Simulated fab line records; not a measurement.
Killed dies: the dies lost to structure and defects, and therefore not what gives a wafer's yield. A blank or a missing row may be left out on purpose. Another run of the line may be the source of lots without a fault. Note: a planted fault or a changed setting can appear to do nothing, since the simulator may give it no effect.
Which tool was responsible? :: flow sky130 :: 12 lots, 36 wafers sampled, at 2 steps of a route of 708

WHAT THE GAUGES SHOWED, per wafer
SKY_VIA2_RS_MEAS_22: a four-point-probe measurement.
lot: L075
measured: day 37 13:43
on: filmMetro-01
VIA2_W_RS (ohm/sq): 0.2717 0.2714 0.2742

lot: L077
measured: day 38 07:18
on: filmMetro-02
VIA2_W_RS (ohm/sq): 0.2719 0.2704 0.2717

lot: L079
measured: day 38 20:31
on: filmMetro-02
VIA2_W_RS (ohm/sq): 0.2711 0.2721 0.2711

lot: L081
measured: day 39 12:52
on: filmMetro-01
VIA2_W_RS (ohm/sq): 0.2684 0.2714 0.2687

lot: L083
measured: day 40 00:35
on: filmMetro-02
VIA2_W_RS (ohm/sq): 0.2746 0.2734 0.2755

lot: L085
measured: day 40 19:05
on: filmMetro-01
VIA2_W_RS (ohm/sq): 0.2696 0.2664 0.2714

lot: L087
measured: day 41 09:09
on: filmMetro-04
VIA2_W_RS (ohm/sq): 0.2724 0.2717 0.2777

lot: L089
measured: day 41 19:17
on: filmMetro-02
VIA2_W_RS (ohm/sq): 0.2758 0.2657 0.2699

lot: L091
measured: day 42 07:27
on: filmMetro-02
VIA2_W_RS (ohm/sq): 0.2716 0.2720 0.2685

lot: L093
measured: day 42 21:52
on: filmMetro-04
VIA2_W_RS (ohm/sq): 0.2724 0.2696 0.2691

lot: L095
measured: day 43 07:05
on: filmMetro-02
VIA2_W_RS (ohm/sq): 0.2712 0.2735 0.2750

lot: L097
measured: day 44 00:02
on: filmMetro-02
VIA2_W_RS (ohm/sq): 0.2749 0.2737 0.2717

TOOL THAT RAN EACH LOT (tool first, then ch and the chambers of the sampled wafers, then the start)
lot: L075
SKY_METAL1_DESCUM_17: rieMetal-04 ch 0,1, day 33 22:41

lot: L077
SKY_METAL1_DESCUM_17: rieMetal-04 ch 1, day 34 18:10

lot: L079
SKY_METAL1_DESCUM_17: rieMetal-01 ch 0,1, day 35 06:43

lot: L081
SKY_METAL1_DESCUM_17: rieMetal-02 ch 1, day 35 23:55

lot: L083
SKY_METAL1_DESCUM_17: rieMetal-01 ch 0,1, day 36 12:25

lot: L085
SKY_METAL1_DESCUM_17: rieMetal-01 ch 0,1, day 37 08:31

lot: L087
SKY_METAL1_DESCUM_17: rieMetal-04 ch 0,1, day 38 01:01

lot: L089
SKY_METAL1_DESCUM_17: rieMetal-02 ch 1, day 38 09:47

lot: L091
SKY_METAL1_DESCUM_17: rieMetal-02 ch 1, day 39 00:14

lot: L093
SKY_METAL1_DESCUM_17: rieMetal-01 ch 0,1, day 39 13:55

lot: L095
SKY_METAL1_DESCUM_17: rieMetal-04 ch 0,1, day 40 00:07

lot: L097
SKY_METAL1_DESCUM_17: rieMetal-04 ch 0, day 40 19:13
- SKY_METAL1_DESCUM_17: chemistry O2, time 8 s.

THE ANSWER, worked out from the rows above alone
Rule: the usual values come from the lots themselves. The widest of any qualifying gaps counts: lots, ordered by their means at a reading, are off when they make up no more than a third of the lots, leave a main group of 4 or more, and stand apart from it by 3 or more times the standard deviation of that group's means. The tables above print the reading to a certain number of digits; a main group whose means all agree to those digits is not used. Also off: a lot with no number at a reading for which 4 or more lots have one. The other lots that the step has rows for count as sound.
None of the lots is off at any reading shown; this tells nothing.

WHAT THE SIMULATOR HAD INSERTED
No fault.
